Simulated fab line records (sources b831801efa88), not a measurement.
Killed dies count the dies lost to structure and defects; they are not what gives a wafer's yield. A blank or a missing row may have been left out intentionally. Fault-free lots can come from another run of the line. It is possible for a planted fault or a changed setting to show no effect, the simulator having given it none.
Chamber matching / flow gf180mcu / 4 sister chambers for GF_V2_CMP_04 on cmp-02
The step polishes SiO2. 16 wafers are shown with their chamber, then 8 later ones without.

## WAFERS WITH THEIR CHAMBER
wafer=L558.1; chamber=2; motor current A (A)=12.9; time to endpoint s (s)=80
wafer=L558.2; chamber=1; motor current A (A)=15.9; time to endpoint s (s)=79
wafer=L558.3; chamber=0; motor current A (A)=12.1; time to endpoint s (s)=77
wafer=L561.2; chamber=3; motor current A (A)=11.0; time to endpoint s (s)=73
wafer=L561.3; chamber=1; motor current A (A)=15.4; time to endpoint s (s)=82
wafer=L561.4; chamber=0; motor current A (A)=12.2; time to endpoint s (s)=77
wafer=L562.1; chamber=3; motor current A (A)=10.0; time to endpoint s (s)=72
wafer=L562.4; chamber=2; motor current A (A)=13.2; time to endpoint s (s)=76
wafer=L562.5; chamber=2; motor current A (A)=13.4; time to endpoint s (s)=83
wafer=L565.2; chamber=1; motor current A (A)=15.8; time to endpoint s (s)=76
wafer=L565.3; chamber=0; motor current A (A)=12.6; time to endpoint s (s)=70
wafer=L565.4; chamber=2; motor current A (A)=13.0; time to endpoint s (s)=92
wafer=L569.1; chamber=2; motor current A (A)=13.3; time to endpoint s (s)=77
wafer=L569.5; chamber=1; motor current A (A)=15.4; time to endpoint s (s)=81
wafer=L569.6; chamber=2; motor current A (A)=13.4; time to endpoint s (s)=79
wafer=L570.2; chamber=1; motor current A (A)=15.3; time to endpoint s (s)=82

SIGNATURES (averages over the wafers above)
reading=motor current A; chamber 0=12.300; chamber 1=15.560; chamber 2=13.200; chamber 3=10.500; scatter within a chamber=0.31
reading=time to endpoint s; chamber 0=74.67; chamber 1=80.00; chamber 2=81.17; chamber 3=72.50; scatter within a chamber=4.38
Rule: a wafer lies at a distance from a chamber equal to the root of the sum of squares, over the readings, of (its reading less the chamber's mean, divided by the reading's scatter). The wafer belongs to the nearest chamber; if the next one is less than 2 further off, it can't be placed. The scatter: the root of (the sum of the squares of (reading less its chamber's mean) over the shown wafers, divided by (wafers less chambers)).

## WAFERS WITH NO CHAMBER GIVEN
wafer=L570.4; motor current A (A)=13.6; time to endpoint s (s)=95
wafer=L570.5; motor current A (A)=12.2; time to endpoint s (s)=87
wafer=L571.5; motor current A (A)=12.7; time to endpoint s (s)=75
wafer=L572.1; motor current A (A)=12.5; time to endpoint s (s)=84
wafer=L572.3; motor current A (A)=10.7; time to endpoint s (s)=82
wafer=L581.1; motor current A (A)=15.9; time to endpoint s (s)=71
wafer=L581.2; motor current A (A)=12.2; time to endpoint s (s)=67
wafer=L581.6; motor current A (A)=12.7; time to endpoint s (s)=76

## WHICH CHAMBER EACH ONE RAN IN
wafer=L570.4; from the rows above=2; in truth=2
wafer=L570.5; from the rows above=can't be placed: 0 or 2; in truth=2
wafer=L571.5; from the rows above=can't be placed: 0 or 2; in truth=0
wafer=L572.1; from the rows above=can't be placed: 0 or 2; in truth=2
wafer=L572.3; from the rows above=3; in truth=3
wafer=L581.1; from the rows above=1; in truth=1
wafer=L581.2; from the rows above=0; in truth=0
wafer=L581.6; from the rows above=can't be placed: 0 or 2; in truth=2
Placed correctly: 4 of 8. Can't be placed from these rows: 4 (the true chamber is among the candidates in 4). Number placed wrongly: 0.
